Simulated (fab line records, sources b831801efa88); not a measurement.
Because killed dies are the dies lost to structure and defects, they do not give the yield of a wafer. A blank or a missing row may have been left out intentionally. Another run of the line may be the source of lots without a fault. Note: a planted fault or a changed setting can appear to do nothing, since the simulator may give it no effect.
fab line records + flow sky130
record
- lots=10
- wafers=30
- last-day=50
route steps=708 shown METAL3@569 VIA3@589 METAL4@599 CAP2M@603 PAD_OPEN@708
lots that met no fault: from a run of the same line without faults
start-h: hours from the record's opening day to when the first of the lot's shown wafers began + wait-h: time in hours since the lot's previous step + " identical to the entry in the row above + L1.1+2: one row covering several wafers at once + - either no value or no given start + * or withheld: withheld + < > ~ a bound
route shown NAME@n: names a module that has steps shown in the file, with the first one's number in the route + usual: mean/standard deviation taken from wafers without a fault + same: alike in all rows + chamber/n: place in a boat + sites: the reading at each site + _std_site: standard deviation of those values + _edge_site: inner sites' mean taken away from outer sites' mean + radius-mm: for every site, how far away it sits from the centre of the wafer + mask NAME#n: copy n + behind: tool/chamber where the wafer was last shaped + hold: reason for holding the lot/hours on hold/outcome of the hold + device: the n, p or np transistor that did not switch + end of line: the route-end tests of the same wafers + a step without rows: its recipe alone + killed: count of dies lost to structure and defects at first sort (not the wafer's yield) + map: a wafer's dies, x killed, . not, _ none there
set.NAME: setting as actually run; set.NAME@STEP: the setting as run at that earlier step + model.NAME: the simulator's own value behind a step, which no gauge read
a sample of lots followed through the steps of the route, with each step as a table and each wafer as a row
services: a tool's chamber out of use, with start hour (start-h, from the record's first day; less than 0 if before it), hours out, and reason
## steps
# step SKY_METAL3_STRIP_19
# recipe
- chemistry=O2/N2
- power-w=1400
- pressure-mtorr=1500
- platen-temp-c=withheld
- o2-flow-sccm=3000
- n2-flow-sccm=300
- overash-fraction=0.5
# usual
- drypump-motor-current-A=5.7/0.36
- oes-product-au=0.502/0.0058
- strip-time-to-endpoint-s=6.52/0.071
| lot.wafer | tool            | chamber | start-h | wait-h | drypump-motor-current-A | oes-product-au | rf-hours-counter-h | strip-time-to-endpoint-s |
|-----------|-----------------|---------|---------|--------|-------------------------|----------------|--------------------|--------------------------|
| L261.3    | plasma-asher-03 | 0       | 928.66  | 0.1    | 6.0                     | 0.501          | -                  | 6.50                     |
| L261.4    | "               | 1       | "       | "      | 5.7                     | 0.503          | -                  | 6.48                     |
| L261.5    | "               | 1       | "       | "      | 5.7                     | 0.487          | -                  | 6.43                     |
| L265.3    | plasma-asher-02 | 0       | 947.42  | 0.1    | 6.4                     | 0.496          | -                  | 6.54                     |
| L265.4    | "               | 1       | "       | "      | 5.2                     | 0.503          | -                  | 6.49                     |
| L265.5    | "               | 0       | "       | "      | 6.3                     | 0.512          | -                  | 6.60                     |
| L268.2    | plasma-asher-04 | 0       | 970.60  | 0.1    | 5.3                     | 0.504          | 23                 | 6.49                     |
| L268.4    | "               | 0       | "       | "      | 5.3                     | 0.501          | -                  | 6.52                     |
| L268.6    | "               | 0       | "       | "      | 5.3                     | 0.497          | -                  | 6.48                     |
| L269.1    | plasma-asher-02 | 1       | 972.35  | 0.1    | 5.2                     | 0.504          | 55                 | 6.61                     |
| L269.3    | "               | 1       | "       | "      | 5.2                     | 0.507          | -                  | 6.58                     |
| L269.5    | "               | 0       | "       | "      | 6.3                     | 0.498          | -                  | 6.60                     |
| L271.1    | plasma-asher-02 | 0       | 986.18  | 0.1    | 6.4                     | 0.508          | 56                 | 6.56                     |
| L271.3    | "               | 1       | "       | "      | 5.2                     | 0.504          | -                  | 6.55                     |
| L271.5    | "               | 0       | "       | "      | 6.4                     | 0.505          | -                  | 6.56                     |
| L272.3    | plasma-asher-03 | 0       | 993.43  | 0.1    | 6.0                     | 0.504          | -                  | 6.57                     |
| L272.4    | "               | 1       | "       | "      | 5.7                     | 0.502          | -                  | 6.51                     |
| L272.5    | "               | 0       | "       | "      | 6.0                     | 0.502          | -                  | 6.55                     |
| L279.2    | plasma-asher-03 | 1       | 1033.29 | 0.1    | 5.7                     | 0.499          | 117                | 6.50                     |
| L279.3    | "               | 1       | "       | "      | 5.7                     | 0.498          | -                  | 6.46                     |
| L279.4    | "               | 0       | "       | "      | 6.0                     | 0.496          | -                  | 6.54                     |
| L281.1    | plasma-asher-04 | 1       | 1047.85 | 0.1    | 5.7                     | 0.496          | 31                 | 6.54                     |
| L281.3    | "               | 1       | "       | "      | 5.6                     | 0.511          | -                  | 6.51                     |
| L281.4    | "               | 0       | "       | "      | 5.3                     | 0.495          | -                  | 6.55                     |
| L282.4    | plasma-asher-04 | 1       | 1054.16 | 0.1    | 5.7                     | 0.500          | -                  | 6.48                     |
| L282.5    | "               | 0       | "       | "      | 5.3                     | 0.507          | -                  | 6.50                     |
| L282.6    | "               | 1       | "       | "      | 5.7                     | 0.509          | -                  | 6.46                     |
| L283.1    | plasma-asher-02 | 1       | 1061.75 | 0.2    | 5.2                     | 0.501          | 64                 | 6.56                     |
| L283.3    | "               | 0       | "       | "      | 6.4                     | 0.498          | -                  | 6.53                     |
| L283.4    | "               | 1       | "       | "      | 5.2                     | 0.508          | -                  | 6.56                     |
# step SKY_VIA3_STRIP_16
# recipe
- chemistry=O2/N2
- power-w=1400
- pressure-mtorr=1500
- platen-temp-c=withheld
- o2-flow-sccm=3000
- n2-flow-sccm=300
- overash-fraction=0.5
# usual
- drypump-motor-current-A=5.66/0.21
- oes-product-au=0.401/0.0046
- strip-time-to-endpoint-s=4.123/0.022
| lot.wafer | tool            | chamber | start-h | wait-h | drypump-motor-current-A | oes-product-au | rf-hours-counter-h | strip-time-to-endpoint-s |
|-----------|-----------------|---------|---------|--------|-------------------------|----------------|--------------------|--------------------------|
| L261.3    | plasma-asher-04 | 0       | 953.97  | 0.1    | 5.31                    | 0.402          | -                  | 4.083                    |
| L261.4    | "               | 1       | "       | "      | 5.65                    | 0.390          | -                  | 4.095                    |
| L261.5    | "               | 0       | "       | "      | 5.30                    | 0.392          | -                  | 4.072                    |
| L265.3    | plasma-asher-04 | 1       | 973.09  | 0.1    | 5.64                    | 0.399          | -                  | 4.121                    |
| L265.4    | "               | 0       | "       | "      | 5.32                    | 0.398          | -                  | 4.128                    |
| L265.5    | "               | 1       | "       | "      | 5.65                    | 0.408          | -                  | 4.140                    |
| L268.2    | plasma-asher-04 | 1       | 996.39  | 0.0    | 5.68                    | 0.395          | 26                 | 4.129                    |
| L268.4    | "               | 0       | "       | "      | 5.31                    | 0.400          | -                  | 4.113                    |
| L268.6    | "               | 0       | "       | "      | 5.29                    | 0.404          | -                  | 4.144                    |
| L269.1    | plasma-asher-03 | 0       | 997.54  | 0.0    | 5.98                    | 0.394          | 114                | 4.116                    |
| L269.3    | "               | 0       | "       | "      | 5.97                    | 0.407          | -                  | 4.120                    |
| L269.5    | "               | 1       | "       | "      | 5.69                    | 0.399          | -                  | 4.109                    |
| L271.1    | plasma-asher-01 | 1       | 1010.56 | 0.0    | 5.73                    | 0.399          | 88                 | 4.116                    |
| L271.3    | "               | 1       | "       | "      | 5.73                    | 0.408          | -                  | 4.153                    |
| L271.5    | "               | 1       | "       | "      | 5.72                    | 0.404          | -                  | 4.141                    |
| L272.3    | plasma-asher-01 | 1       | 1018.16 | 0.1    | 5.75                    | 0.404          | -                  | 4.111                    |
| L272.4    | "               | 0       | "       | "      | 5.77                    | 0.408          | -                  | 4.149                    |
| L272.5    | "               | 0       | "       | "      | 5.75                    | 0.405          | -                  | 4.119                    |
| L279.2    | plasma-asher-04 | 1       | 1056.91 | 0.0    | 5.65                    | 0.404          | 32                 | 4.118                    |
| L279.3    | "               | 1       | "       | "      | 5.65                    | 0.408          | -                  | 4.131                    |
| L279.4    | "               | 0       | "       | "      | 5.27                    | 0.394          | -                  | 4.119                    |
| L281.1    | plasma-asher-04 | 1       | 1071.56 | 0.0    | 5.68                    | 0.396          | 34                 | 4.141                    |
| L281.3    | "               | 1       | "       | "      | 5.65                    | 0.410          | -                  | 4.131                    |
| L281.4    | "               | 0       | "       | "      | 5.31                    | 0.403          | -                  | 4.121                    |
| L282.4    | plasma-asher-01 | 0       | 1077.46 | 0.1    | 5.76                    | 0.409          | -                  | 4.136                    |
| L282.5    | "               | 0       | "       | "      | 5.77                    | 0.410          | -                  | 4.126                    |
| L282.6    | "               | 1       | "       | "      | 5.72                    | 0.396          | -                  | 4.123                    |
| L283.1    | plasma-asher-03 | 1       | 1085.89 | 0.0    | 5.68                    | 0.396          | 2                  | 4.136                    |
| L283.3    | "               | 0       | "       | "      | 5.97                    | 0.405          | -                  | 4.096                    |
| L283.4    | "               | 1       | "       | "      | 5.68                    | 0.402          | -                  | 4.102                    |
# step SKY_METAL4_SPUTTER_01
# recipe
- material=TiN
- target-thk-nm=20
- power-w=6500
- time-s=16.7
- chamber-pressure-pa=0.4
# usual
- throttle-valve-pct=30.4/1.2
# same
- time-s=16.7
| lot.wafer | tool           | chamber | start-h | wait-h | throttle-valve-pct |
|-----------|----------------|---------|---------|--------|--------------------|
| L261.3    | pvd-sputter-01 | -       | 955.56  | 0.0    | 27.6               |
| L261.4    | "              | -       | "       | "      | 30.9               |
| L261.5    | "              | -       | "       | "      | 31.4               |
| L265.3    | pvd-sputter-04 | -       | 974.34  | 0.0    | 32.2               |
| L265.4    | "              | -       | "       | "      | 31.8               |
| L265.5    | "              | -       | "       | "      | 28.2               |
| L268.2    | pvd-sputter-02 | -       | 997.68  | 0.0    | 30.4               |
| L268.4    | "              | -       | "       | "      | 31.3               |
| L268.6    | "              | -       | "       | "      | 31.5               |
| L269.1    | pvd-sputter-02 | -       | 998.94  | 0.0    | 31.3               |
| L269.3    | "              | -       | "       | "      | 28.8               |
| L269.5    | "              | -       | "       | "      | 31.8               |
| L271.1    | pvd-sputter-02 | -       | 1011.84 | 0.0    | 31.8               |
| L271.3    | "              | -       | "       | "      | 30.5               |
| L271.5    | "              | -       | "       | "      | 30.7               |
| L272.3    | pvd-sputter-01 | -       | 1019.40 | 0.0    | 31.0               |
| L272.4    | "              | -       | "       | "      | 28.1               |
| L272.5    | "              | -       | "       | "      | 30.9               |
| L279.2    | pvd-sputter-04 | -       | 1058.19 | 0.0    | 29.8               |
| L279.3    | "              | -       | "       | "      | 32.1               |
| L279.4    | "              | -       | "       | "      | 29.7               |
| L281.1    | pvd-sputter-02 | -       | 1073.18 | 0.0    | 32.0               |
| L281.3    | "              | -       | "       | "      | 31.3               |
| L281.4    | "              | -       | "       | "      | 30.5               |
| L282.4    | pvd-sputter-04 | -       | 1078.70 | 0.0    | 31.8               |
| L282.5    | "              | -       | "       | "      | 28.0               |
| L282.6    | "              | -       | "       | "      | 31.8               |
| L283.1    | pvd-sputter-02 | -       | 1087.17 | 0.0    | 31.4               |
| L283.3    | "              | -       | "       | "      | 30.7               |
| L283.4    | "              | -       | "       | "      | 32.0               |
# step SKY_CAP2M_CVD_00
# recipe
- material=SiO2
- target-thk-nm=15.5
- temp-c=400
- time-s=withheld
- rf-w=450
# usual
- heater-power-w=716/130
| lot.wafer | tool     | chamber | start-h | wait-h | heater-power-w |
|-----------|----------|---------|---------|--------|----------------|
| L261.3    | pecvd-04 | 0       | 955.69  | 0.0    | 741            |
| L261.4    | "        | 1       | "       | "      | 661            |
| L261.5    | "        | 2       | "       | "      | 904            |
| L265.3    | pecvd-04 | 2       | 974.47  | 0.0    | 1001           |
| L265.4    | "        | 1       | "       | "      | 585            |
| L265.5    | "        | 2       | "       | "      | 1007           |
| L268.2    | pecvd-03 | 1       | 997.83  | 0.0    | 514            |
| L268.4    | "        | 2       | "       | "      | 658            |
| L268.6    | "        | 1       | "       | "      | 515            |
| L269.1    | pecvd-02 | 2       | 999.07  | 0.0    | 741            |
| L269.3    | "        | 0       | "       | "      | 741            |
| L269.5    | "        | 1       | "       | "      | 692            |
| L271.1    | pecvd-04 | 0       | 1011.98 | 0.0    | 754            |
| L271.3    | "        | 2       | "       | "      | 984            |
| L271.5    | "        | 0       | "       | "      | 764            |
| L272.3    | pecvd-03 | 2       | 1019.54 | 0.0    | 636            |
| L272.4    | "        | 0       | "       | "      | 619            |
| L272.5    | "        | 2       | "       | "      | 640            |
| L279.2    | pecvd-02 | 0       | 1058.32 | 0.0    | 746            |
| L279.3    | "        | 0       | "       | "      | 736            |
| L279.4    | "        | 2       | "       | "      | 751            |
| L281.1    | pecvd-02 | 1       | 1073.31 | 0.0    | 645            |
| L281.3    | "        | 0       | "       | "      | 673            |
| L281.4    | "        | 1       | "       | "      | 648            |
| L282.4    | pecvd-03 | 1       | 1078.84 | 0.0    | 559            |
| L282.5    | "        | 2       | "       | "      | 608            |
| L282.6    | "        | 0       | "       | "      | 604            |
| L283.1    | pecvd-02 | 1       | 1087.30 | 0.0    | 663            |
| L283.3    | "        | 2       | "       | "      | 672            |
| L283.4    | "        | 1       | "       | "      | 675            |
# step SKY_CAP2M_THK_MEAS_01
# recipe
- reads=SiO2_of_CAP2M_CVD_00
# usual
- CAP2M_CVD_00_THK=15.44/0.2
| lot.wafer | tool          | chamber | start-h | wait-h | CAP2M_CVD_00_THK[nm] |
|-----------|---------------|---------|---------|--------|----------------------|
| L261.3    | film-metro-02 | -       | 955.73  | -      | 15.13                |
| L261.4    | "             | -       | "       | "      | 15.37                |
| L261.5    | "             | -       | "       | "      | 15.47                |
| L265.3    | film-metro-01 | -       | 974.51  | -      | 15.12                |
| L265.4    | "             | -       | "       | "      | 15.42                |
| L265.5    | "             | -       | "       | "      | 15.70                |
| L268.2    | film-metro-04 | -       | 997.86  | -      | 15.25                |
| L268.4    | "             | -       | "       | "      | 15.47                |
| L268.6    | "             | -       | "       | "      | 15.45                |
| L269.1    | film-metro-04 | -       | 999.09  | -      | 15.39                |
| L269.3    | "             | -       | "       | "      | 15.61                |
| L269.5    | "             | -       | "       | "      | 15.65                |
| L271.1    | film-metro-04 | -       | 1012.01 | -      | 15.12                |
| L271.3    | "             | -       | "       | "      | 15.19                |
| L271.5    | "             | -       | "       | "      | 15.41                |
| L272.3    | film-metro-04 | -       | 1019.59 | -      | 15.53                |
| L272.4    | "             | -       | "       | "      | 15.60                |
| L272.5    | "             | -       | "       | "      | 15.61                |
| L279.2    | film-metro-01 | -       | 1058.36 | -      | 15.29                |
| L279.3    | "             | -       | "       | "      | 15.66                |
| L279.4    | "             | -       | "       | "      | 15.61                |
| L281.1    | film-metro-02 | -       | 1073.33 | -      | 13.74                |
| L281.3    | "             | -       | "       | "      | 13.70                |
| L281.4    | "             | -       | "       | "      | 15.55                |
| L282.4    | film-metro-04 | -       | 1078.89 | -      | 15.55                |
| L282.5    | "             | -       | "       | "      | 15.45                |
| L282.6    | "             | -       | "       | "      | 15.73                |
| L283.1    | film-metro-01 | -       | 1087.32 | -      | 13.86                |
| L283.3    | "             | -       | "       | "      | 13.70                |
| L283.4    | "             | -       | "       | "      | 15.74                |
# step SKY_METAL4_ETCH_17
# recipe
- target=SiO2
- stop-on=TiN
- chemistry=C4F8/O2/Ar
- source-w=1500
- bias-w=1200
- pressure-mtorr=40
- c4f8-flow-sccm=withheld
- O2_flow_sccm=6
- Ar_flow_sccm=300
- time-s=3.9
- target-depth-a=150
# usual
- oes-product-au=0.754/0.0064
# same
- time-s=3.9
| lot.wafer | tool        | chamber | start-h | wait-h | oes-product-au | rf-hours-counter-h |
|-----------|-------------|---------|---------|--------|----------------|--------------------|
| L261.3    | rie-diel-01 | 2       | 1003.12 | 0.0    | 0.741          | 17                 |
| L261.4    | "           | 0       | "       | "      | 0.750          | 13                 |
| L261.5    | "           | 2       | "       | "      | 0.759          | -                  |
| L265.3    | rie-diel-01 | 2       | 1020.45 | 0.0    | 0.748          | 18                 |
| L265.4    | "           | 3       | "       | "      | 0.756          | 18                 |
| L265.5    | "           | 0       | "       | "      | 0.756          | -                  |
| L268.2    | rie-diel-01 | 3       | 1044.42 | 0.1    | 0.749          | 19                 |
| L268.4    | "           | 2       | "       | "      | 0.745          | 18                 |
| L268.6    | "           | 3       | "       | "      | 0.747          | -                  |
| L269.1    | rie-diel-02 | 3       | 1045.03 | 0.1    | 0.756          | 19                 |
| L269.3    | "           | 0       | "       | "      | 0.758          | 9                  |
| L269.5    | "           | 3       | "       | "      | 0.762          | -                  |
| L271.1    | rie-diel-04 | 3       | 1058.73 | 0.1    | 0.749          | 1                  |
| L271.3    | "           | 1       | "       | "      | 0.746          | 17                 |
| L271.5    | "           | 3       | "       | "      | 0.748          | -                  |
| L272.3    | rie-diel-01 | 2       | 1066.30 | 0.0    | 0.755          | 19                 |
| L272.4    | "           | 3       | "       | "      | 0.752          | 19                 |
| L272.5    | "           | 1       | "       | "      | 0.760          | -                  |
| L279.2    | rie-diel-01 | 0       | 1102.20 | 0.1    | 0.755          | 16                 |
| L279.3    | "           | 1       | "       | "      | 0.771          | 17                 |
| L279.4    | "           | 2       | "       | "      | 0.762          | 21                 |
| L281.1    | rie-diel-04 | 2       | 1117.12 | 0.1    | 0.712          | 22                 |
| L281.3    | "           | 1       | "       | "      | 0.718          | 19                 |
| L281.4    | "           | 0       | "       | "      | 0.750          | 9                  |
| L282.4    | rie-diel-04 | 2       | 1121.62 | 0.0    | 0.754          | 22                 |
| L282.5    | "           | 2       | "       | "      | 0.753          | -                  |
| L282.6    | "           | 1       | "       | "      | 0.765          | -                  |
| L283.1    | rie-diel-02 | 0       | 1129.25 | 0.1    | 0.715          | 12                 |
| L283.3    | "           | 3       | "       | "      | 0.710          | 22                 |
| L283.4    | "           | 2       | "       | "      | 0.760          | 27                 |
# step SKY_PAD_OPEN_PROBE_99
# usual
- defect-limited-yield=82.5/2
- killed_at_M0_to_M3=43/7.1
- killed_at_M4_up=3.3/2
- killed-at-contacts=24/5.1
- killed-at-front-end=15/4.6
- killed-at-other=0.3/0.6
- killed-dies=86/9.6
- killed-open=46/7.3
- killed-short=39/6.7
- sort_bin_3_pad_short=0.9/0.44
- sort_bin_5_function=10.4/1.5
- sort_bin_6_memory=6.2/1.1
- sort-n-pass=406/9.6
- sort-yield-pct=82.5/2
# same
- gross-dies=492
- killed-at-back-side=0
- sort_bin_4_leakage[%]=0
- sort_bin_8_speed[%]=0
| lot.wafer | tool      | chamber | start-h | wait-h | defect-limited-yield[%] | killed_at_M0_to_M3 | killed_at_M4_up | killed-at-contacts | killed-at-front-end | killed-at-other | killed-dies | killed-open | killed-short | sort_bin_3_pad_short[%] | sort_bin_5_function[%] | sort_bin_6_memory[%] | sort-n-pass | sort-yield-pct[%] |
|-----------|-----------|---------|---------|--------|-------------------------|--------------------|-----------------|--------------------|---------------------|-----------------|-------------|-------------|--------------|-------------------------|------------------------|----------------------|-------------|-------------------|
| L265.3    | prober-02 | -       | 1115.15 | 0.2    | 81.7                    | 47                 | 5               | 26                 | 12                  | 0               | 90          | 44          | 46           | 0.8                     | 12.2                   | 5.3                  | 402         | 81.7              |
| L269.3    | prober-02 | -       | 1138.00 | 0.2    | 82.1                    | 46                 | 6               | 26                 | 10                  | 0               | 88          | 48          | 40           | 2.0                     | 9.3                    | 6.5                  | 404         | 82.1              |
| L269.5    | prober-02 | -       | 1138.10 | 0.2    | 85.6                    | 34                 | 0               | 20                 | 17                  | 0               | 71          | 32          | 38           | 1.2                     | 7.9                    | 5.3                  | 421         | 85.6              |
| L271.1    | prober-02 | -       | 1146.10 | 0.1    | 82.7                    | 44                 | 2               | 23                 | 15                  | 1               | 85          | 43          | 41           | 0.6                     | 10.6                   | 6.1                  | 407         | 82.7              |
| L271.3    | prober-02 | -       | 1146.20 | 0.2    | 85.4                    | 33                 | 2               | 26                 | 11                  | 0               | 72          | 41          | 30           | 0                       | 7.7                    | 6.9                  | 420         | 85.4              |
| L271.5    | prober-02 | -       | 1146.30 | 0.2    | 84.6                    | 39                 | 1               | 23                 | 12                  | 1               | 76          | 39          | 36           | 0.6                     | 10.4                   | 4.5                  | 416         | 84.6              |
# killed by level:class
L265.3 CONTACT:geometric-particle:open=11 METAL1:geometric-particle:short=8 VIA2:geometric-particle:open=7 METAL2:geometric-particle:short=7 POLY_GATE:geometric-particle:short=5 LI_CONTACT:geometric-particle:open=5 LOCAL_INTERCONNECT:geometric-particle:short=5 VIA1:geometric-particle:short=5
L269.3 VIA1:geometric-particle:open=11 CONTACT:geometric-particle:open=7 VIA2:geometric-particle:open=7 METAL2:geometric-particle:short=6 LI_CONTACT:geometric-particle:open=6 CONTACT:geometric-particle:short=6 LOCAL_INTERCONNECT:geometric-particle:short=5 VIA3:geometric-particle:open=5
L269.5 VIA1:geometric-particle:open=8 METAL2:geometric-particle:short=6 FIELD_ISO:geometric-particle:short=5 METAL1:geometric-particle:short=5 CONTACT:geometric-particle:short=5 SPACER:geometric-particle:open=4 LI_CONTACT:geometric-particle:open=4 CONTACT:geometric-particle:open=4
L271.1 LOCAL_INTERCONNECT:geometric-particle:short=9 VIA1:geometric-particle:open=9 VIA2:geometric-particle:open=8 LI_CONTACT:geometric-particle:open=6 CONTACT:geometric-particle:open=6 VIA3:geometric-particle:short=6 FIELD_ISO:geometric-particle:open=4 METAL1:geometric-particle:short=4
L271.3 CONTACT:geometric-particle:open=13 METAL1:geometric-particle:short=8 VIA1:geometric-particle:open=6 CONTACT:geometric-particle:short=5 FIELD_ISO:geometric-particle:open=4 VIA1:geometric-particle:short=4 FIELD_ISO:geometric-particle:short=3 LI_CONTACT:geometric-particle:open=3
L271.5 CONTACT:geometric-particle:open=8 VIA1:geometric-particle:open=8 METAL3:geometric-particle:short=7 VIA3:geometric-particle:open=7 FIELD_ISO:geometric-particle:short=4 VIA2:geometric-particle:short=4 LI_CONTACT:geometric-particle:open=4 LOCAL_INTERCONNECT:geometric-particle:short=4
## services
| tool            | chamber | start-h | hours | kind   |
|-----------------|---------|---------|-------|--------|
| pecvd-04        | 1       | 913.38  | 22.6  | repair |
| plasma-asher-01 | -       | 924.18  | 2.8   | pm     |
| rie-diel-04     | 3       | 926.03  | 2.5   | repair |
| rie-diel-04     | 1       | 942.69  | 9.0   | repair |
| rie-diel-04     | 0       | 943.96  | 3.2   | repair |
| rie-diel-04     | 0       | 947.57  | 4.6   | repair |
| rie-diel-01     | -       | 955.43  | 2.8   | pm     |
| rie-diel-04     | -       | 963.83  | 0.5   | repair |
| rie-diel-04     | 1       | 971.85  | 3.9   | repair |
| plasma-asher-03 | -       | 972.97  | 1.6   | repair |
| rie-diel-04     | 2       | 973.46  | 4.2   | repair |
| plasma-asher-01 | -       | 982.05  | 14.0  | repair |
| pecvd-03        | -       | 982.82  | 2.8   | pm     |
| plasma-asher-01 | -       | 985.93  | 11.8  | repair |
| pecvd-02        | 1       | 987.38  | 10.7  | repair |
| pecvd-03        | 2       | 989.75  | 4.5   | repair |
| pecvd-02        | 1       | 1019.01 | 15.2  | repair |
| plasma-asher-03 | -       | 1026.99 | 1.8   | repair |
| pecvd-02        | 2       | 1033.91 | 5.8   | repair |
| pvd-sputter-02  | -       | 1054.55 | 13.2  | repair |
| plasma-asher-03 | -       | 1055.25 | 9.0   | pm     |
| rie-diel-01     | 3       | 1059.85 | 4.8   | repair |
| plasma-asher-02 | -       | 1117.44 | 18.1  | repair |
| pvd-sputter-02  | -       | 1125.31 | 2.8   | repair |
## key
first-sign
- step=SKY_CAP2M_THK_MEAS_01
- reading=CAP2M_CVD_00_THK
- direction=down
- sigmas=8.3
- usual=15.44
- struck=13.75
effect
- step=SKY_METAL4_ETCH_17
- reading=oes-product-au
- direction=down
- sigmas=6.3
- usual=0.754
- struck=0.714
met-at SKY_CAP2M_CVD_00
struck-lots L281,L283
struck-wafers L281.1,L281.3,L283.1,L283.3
not-acting-at SKY_METAL3_STRIP_19,SKY_VIA3_STRIP_16,SKY_METAL4_SPUTTER_01
onset-between 1058.32 1073.31
fault
- kind=process-parameter-drift
- tool=pecvd-02
- chamber=-
- onset-h=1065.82
- steps=SKY_CAP2M_CVD_00
- channel=target-thk-nm
- offset=-1.6853
- shape=step
- end-h=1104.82
- scope=struck-wafers-only
- acts-in=these-recipes-only
- stated=15.5
